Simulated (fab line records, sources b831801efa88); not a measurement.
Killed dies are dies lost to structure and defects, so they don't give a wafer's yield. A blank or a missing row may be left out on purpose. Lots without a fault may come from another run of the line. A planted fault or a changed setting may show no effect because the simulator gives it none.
Split-lot experiment | flow sfq_line | 5 lots, 23 wafers read, on a route of 325 steps

THE SPLIT
At SFQ_TRILAYER_I4_DEP_PECVD_099 (deposits SiO2 from SiH4/N2O, time 111.11 s, target thk 500 nm), the setting rf_w was moved away from the recipe's 183.3 W on 8 of the 23 wafers read, by -4.7% to +10.2%. The other wafers ran this setting at the recipe's value.

The reading is taken at the split's own step.

THE READING
SiO2_of_TRILAYER_I4_DEP_PECVD_099.thk_nm (the simulator's own value, which no gauge read), in nm, at SFQ_TRILAYER_I4_DEP_PECVD_099 (deposits SiO2 from SiH4/N2O, time 111.11 s, target thk 500 nm). The file gives no usual value for it. The 15 wafers here that ran the recipe average 504.5 nm, standard deviation 7 nm.

wafer  | tool, chamber at the split | rf_w as run, W | against the recipe | SiO2_of_TRILAYER_I4_DEP_PECVD_099.thk_nm, nm | against lot-mates on the recipe
L078.1 | pecvd-04, 2                | 183.3          | recipe             | 501.5                                        | -
L078.2 | pecvd-04, 0                | 183.3          | recipe             | 503.3                                        | -
L078.3 | pecvd-04, 1                | 183.3          | recipe             | 509.3                                        | -
L078.4 | pecvd-04, 1                | 183.3          | recipe             | 516.3                                        | -
L078.5 | pecvd-04, 0                | 183.3          | recipe             | 520.2                                        | -
L079.1 | pecvd-01, 2                | 183.3          | recipe             | 498                                          | -
L079.4 | pecvd-01, 0                | 183.3          | recipe             | 501.7                                        | -
L079.5 | pecvd-01, 2                | 183.3          | recipe             | 500.7                                        | -
L080.1 | pecvd-03, 1                | 174.6          | -4.7%              | 495.2                                        | -10.7
L080.2 | pecvd-03, 2                | 183.3          | recipe             | 505                                          | -
L080.3 | pecvd-03, 0                | 183.3          | recipe             | 504                                          | -
L080.5 | pecvd-03, 2                | 174.6          | -4.7%              | 497.9                                        | -8.0
L080.6 | pecvd-03, 1                | 183.3          | recipe             | 508.8                                        | -
L084.1 | pecvd-03, 1                | 183.3          | recipe             | 495.6                                        | -
L084.2 | pecvd-03, 0                | 183.3          | recipe             | 494.6                                        | -
L084.3 | pecvd-03, 2                | 202            | +10.2%             | 522.6                                        | +27.5
L084.4 | pecvd-03, 1                | 202            | +10.2%             | 526.4                                        | +31.3
L084.5 | pecvd-03, 2                | 202            | +10.2%             | 530                                          | +34.9
L085.1 | pecvd-04, 1                | 183.3          | recipe             | 509.7                                        | -
L085.2 | pecvd-04, 2                | 183.3          | recipe             | 499.3                                        | -
L085.3 | pecvd-04, 0                | 192.1          | +4.8%              | 513.2                                        | +8.7
L085.4 | pecvd-04, 1                | 192.1          | +4.8%              | 516.7                                        | +12.2
L085.5 | pecvd-04, 0                | 192.1          | +4.8%              | 510.2                                        | +5.7

THE FIT
A straight line over all 23 wafers: SiO2_of_TRILAYER_I4_DEP_PECVD_099.thk_nm changes by +2.03 nm for each +1% of rf_w; r = +0.81; the points scatter about the line by 6.2 nm.
The same after taking each lot's own level away (the mean of its wafers on the recipe; 23 wafers): +2.73 nm for each +1%; r = +0.92; scatter 4.9 nm.
On that fit, the largest move of rf_w shifts the reading by 28 nm.
The lots' own levels span 495.10 to 510.12 nm, that is 2.1 times the standard deviation above.
So the lot-to-lot level changes the slope: the two fits differ.
Check: with one of the wafers moved furthest among these (+10.2%) left out of the fit, the line predicts +28.3 nm for it against its lot-mates. It came out at +27.5 nm against them.

OTHER SPLITS ON THESE WAFERS
These wafers also went through other splits before the reading. Each is held against what the fit with the lots' levels taken away leaves over:
other split on the same wafers               | wafers away from the commonest value | r with SiO2_of_TRILAYER_I4_DEP_PECVD_099.thk_nm (lot level and that fit taken away)
SFQ_TRILAYER_M4_DEP_SPUTTER_091 power_w      | 11                                   | -0.25
SFQ_TRILAYER_M4_LITHO_COAT_098 resist_thk_nm | 10                                   | +0.33

THE FILE'S OWN FIT
SiO2_of_TRILAYER_I4_DEP_PECVD_099.thk_nm changes by +2.71 nm for each +1% of rf_w, r = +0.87.
